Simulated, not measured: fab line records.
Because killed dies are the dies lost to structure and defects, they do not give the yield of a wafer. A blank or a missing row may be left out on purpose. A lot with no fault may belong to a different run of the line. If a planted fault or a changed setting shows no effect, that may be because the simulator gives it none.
Struck lot and sound lot, side by side	flow gf180mcu	37 steps out of a route of 602
Sound: these wafers, L595.2, L595.4, L595.5. The struck wafers were L604.2, L604.3, L604.6. The cause is given at the end.
Each step with rows lists, per side, the tool, then ch with its chambers, then its first start. Under that, the readings that differ: sound wafers	struck wafers	difference of the means	sigmas: that difference in standard deviations of wafers without a fault.
alike: same words and numbers on both sides, and readings whose means sit less than 2 such deviations apart. not compared: any withheld reading, any reading some wafer has no value for, any bound like >300 that may hide the same value, and any number with overlapping values for which the record gives no deviation.
The two part at a step that has a row with sigmas, a row that says differs or no value, or rows on one side only. When numbers do not overlap yet have no deviation, they are printed without sigmas and do not part them. Lack of a reading on every wafer of one side parts them only where that side has two or more wafers.

first, 9 steps without rows for these wafers: GF_HV_LDD_EXPOSE_04 (exposes mask Nplus LV AREA, target cd 400 nm); GF_HV_LDD_PEB_05; GF_HV_LDD_DEVELOP_06 (develop time 60 s); GF_HV_LDD_IMPLANT_09; GF_HV_LDD_STRIP_10 (strips in O2/N2); GF_HV_LDD_DEHYDRATE_12 (time 60 s); GF_HV_LDD_HMDS_13 (prime time 60 s); GF_HV_LDD_COAT_14 (resist thk 1000 nm); GF_HV_LDD_SOFTBAKE_15 (time 60 s).
GF_HV_LDD_EXPOSE_16: exposes mask Pplus LV AREA, target cd 400 nm.
  sound on iline-stepper-01 ch 0, day 11 06:34; struck on iline-stepper-01 ch 0, day 14 06:23
reading	sound	struck	difference	sigmas
exposure-dose-mJ-cm2	139.87 140.16 139.94	126.67 126.76 126.69	-13.28	-89
  alike: mask
then, 2 steps without rows for these wafers: GF_HV_LDD_PEB_17; GF_HV_LDD_DEVELOP_18 (develop time 60 s).
GF_HV_LDD_CD_MEAS_19: the cd target is 400 nm.
  sound: cd-sem-01 at day 11 16:02; struck: cd-sem-02 at day 14 16:17
reading	sound	struck	difference	sigmas
cd-nm (nm)	399.6 399.6 399.4	369.8 370.1 368.5	-30.1	-12
then, 21 steps without rows for these wafers: GF_HV_LDD_IMPLANT_21; GF_HV_LDD_STRIP_22 (strips in O2/N2); GF_HV_LDD_DEHYDRATE_24 (time 60 s); GF_HV_LDD_HMDS_25 (prime time 60 s); GF_HV_LDD_COAT_26 (resist thk 1000 nm); GF_HV_LDD_SOFTBAKE_27 (time 60 s); GF_HV_LDD_EXPOSE_28 (exposes mask Nplus HV AREA, target cd 400 nm); GF_HV_LDD_PEB_29; GF_HV_LDD_DEVELOP_30 (develop time 60 s); GF_HV_LDD_IMPLANT_33; GF_HV_LDD_IMPLANT_34; GF_HV_LDD_IMPLANT_35; GF_HV_LDD_IMPLANT_36; GF_HV_LDD_STRIP_37 (strips in O2/N2); GF_HV_LDD_DEHYDRATE_39 (time 60 s); GF_HV_LDD_HMDS_40 (prime time 60 s); GF_HV_LDD_COAT_41 (resist thk 1000 nm); GF_HV_LDD_SOFTBAKE_42 (time 60 s); GF_HV_LDD_EXPOSE_43 (exposes mask Pplus HV AREA, target cd 400 nm); GF_HV_LDD_PEB_44; GF_HV_LDD_DEVELOP_45 (develop time 60 s).
-- the record jumps here: 12 days lie between the struck wafers' starts before and after (it left off in module HV_LDD and takes up again in module V3, whose first step shown is number 445 of the route) --
GF_V3_ETCH_16: etches BARC in N2/H2.
  sound on rie-diel-02 ch 2,3, day 23 11:50; struck on rie-diel-02 ch 0,1, day 26 18:07
reading	sound	struck	difference	sigmas
model.V3.cd-nm (nm)	260.4 259.3 260.8	257.6 256.7 255.7	-3.5	
  alike: drypump-motor-current-A, oes-product-au, throttle-valve-pct
GF_V3_ETCH_17: etches SiO2 in C4F8/O2/Ar, stops on TiN, target depth 635 nm.
  sound: rie-diel-02 ch 2,3; struck: rie-diel-02 ch 0,1
reading	sound	struck	difference	sigmas
model.V3.cd-nm (nm)	260.2 258.8 260.1	257.6 256.7 255.8	-3.0	
  alike: oes-product-au
-- the record jumps here: 6 days lie between the struck wafers' starts before and after (it left off in module V3 and takes up again in module PASSIVATION, whose first step shown is number 602 of the route) --
GF_PASSIVATION_PROBE_99:
  rows exist in the record for the struck wafers here (prober-01, day 32 15:35), but not for the sound ones

## WHERE THEY PART
Last at GF_PASSIVATION_PROBE_99 as far as this record goes, first at GF_HV_LDD_EXPOSE_16.

WHY: what the simulator had put in
Process parameter drift: iline-stepper-01, from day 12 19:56 on, at GF_HV_LDD_EXPOSE_16. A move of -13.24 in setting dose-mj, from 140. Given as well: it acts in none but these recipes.
